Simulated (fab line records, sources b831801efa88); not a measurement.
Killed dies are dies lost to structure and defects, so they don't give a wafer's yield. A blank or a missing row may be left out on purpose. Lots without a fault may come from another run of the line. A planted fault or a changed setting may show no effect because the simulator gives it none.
Chamber matching | flow sky130 | SKY_VIA1_ETCH_14 on rie_diel-04: 4 sister chambers
The step etches BARC in N2/H2, stops on SiO2, time 45.9 s, target depth 60 nm. 14 wafers are shown with their chamber, then 7 later ones without.

WAFERS WITH THEIR CHAMBER
wafer  | chamber | drypump_motor_current_A (A) | oes_product_au (a.u.) | h2_flow_sccm (sccm)
L074.2 | 0       | 5.9                         | 0.846                 | 199.7
L074.4 | 3       | 5.4                         | 0.856                 | 199.6
L074.6 | 2       | 6.1                         | 0.852                 | 200.2
L076.2 | 1       | 5.4                         | 0.852                 | 200.0
L076.3 | 3       | 5.4                         | 0.857                 | 200.2
L076.4 | 2       | 6.1                         | 0.855                 | 200.2
L078.1 | 3       | 5.4                         | 0.854                 | 199.8
L078.5 | 0       | 6.0                         | 0.849                 | 199.4
L078.6 | 3       | 5.4                         | 0.850                 | 199.8
L077.2 | 2       | 6.2                         | 0.852                 | 199.8
L077.3 | 1       | 5.4                         | 0.849                 | 201.3
L077.5 | 2       | 6.1                         | 0.858                 | 199.4
L083.4 | 2       | 6.2                         | 0.855                 | 201.0
L083.5 | 3       | 5.4                         | 0.855                 | 199.5

SIGNATURES (means of the wafers above)
reading                 | chamber 0 | chamber 1 | chamber 2 | chamber 3 | scatter within a chamber
drypump_motor_current_A | 5.950     | 5.400     | 6.140     | 5.400     | 0.0412
oes_product_au          | 0.84750   | 0.85050   | 0.85440   | 0.85440   | 0.00252
h2_flow_sccm            | 199.550   | 200.650   | 200.120   | 199.780   | 0.509
Rule: a wafer's distance from a chamber is the root of the sum, over the readings, of the square of ((its reading less the chamber's mean) divided by the reading's scatter). The wafer belongs to the nearest chamber; if the next one is less than 2 further off, it can't be placed. The scatter: the root of (the sum of the squares of (reading less its chamber's mean) over the shown wafers, divided by (wafers less chambers)).

WAFERS WITHOUT THEIR CHAMBER
wafer  | drypump_motor_current_A (A) | oes_product_au (a.u.) | h2_flow_sccm (sccm)
L083.6 | 5.9                         | 0.850                 | 199.9
L087.1 | 6.1                         | 0.846                 | 200.2
L087.2 | 5.4                         | 0.850                 | 199.0
L087.4 | 5.5                         | 0.859                 | 199.7
L095.1 | 6.2                         | 0.851                 | 200.0
L095.5 | 6.1                         | 0.855                 | 199.9
L095.6 | 5.4                         | 0.852                 | 199.6

WHICH CHAMBER EACH WENT THROUGH
wafer  | from the rows above     | in truth
L083.6 | 0                       | 0
L087.1 | can't be placed: 2 or 0 | 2
L087.2 | can't be placed: 3 or 1 | 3
L087.4 | can't be placed: 3 or 1 | 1
L095.1 | 2                       | 2
L095.5 | 2                       | 2
L095.6 | can't be placed: 3 or 1 | 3
Placed correctly: 3 of 7. Can't be placed from these rows: 4 (the true chamber is among the candidates in 4). Placed wrongly: 0.
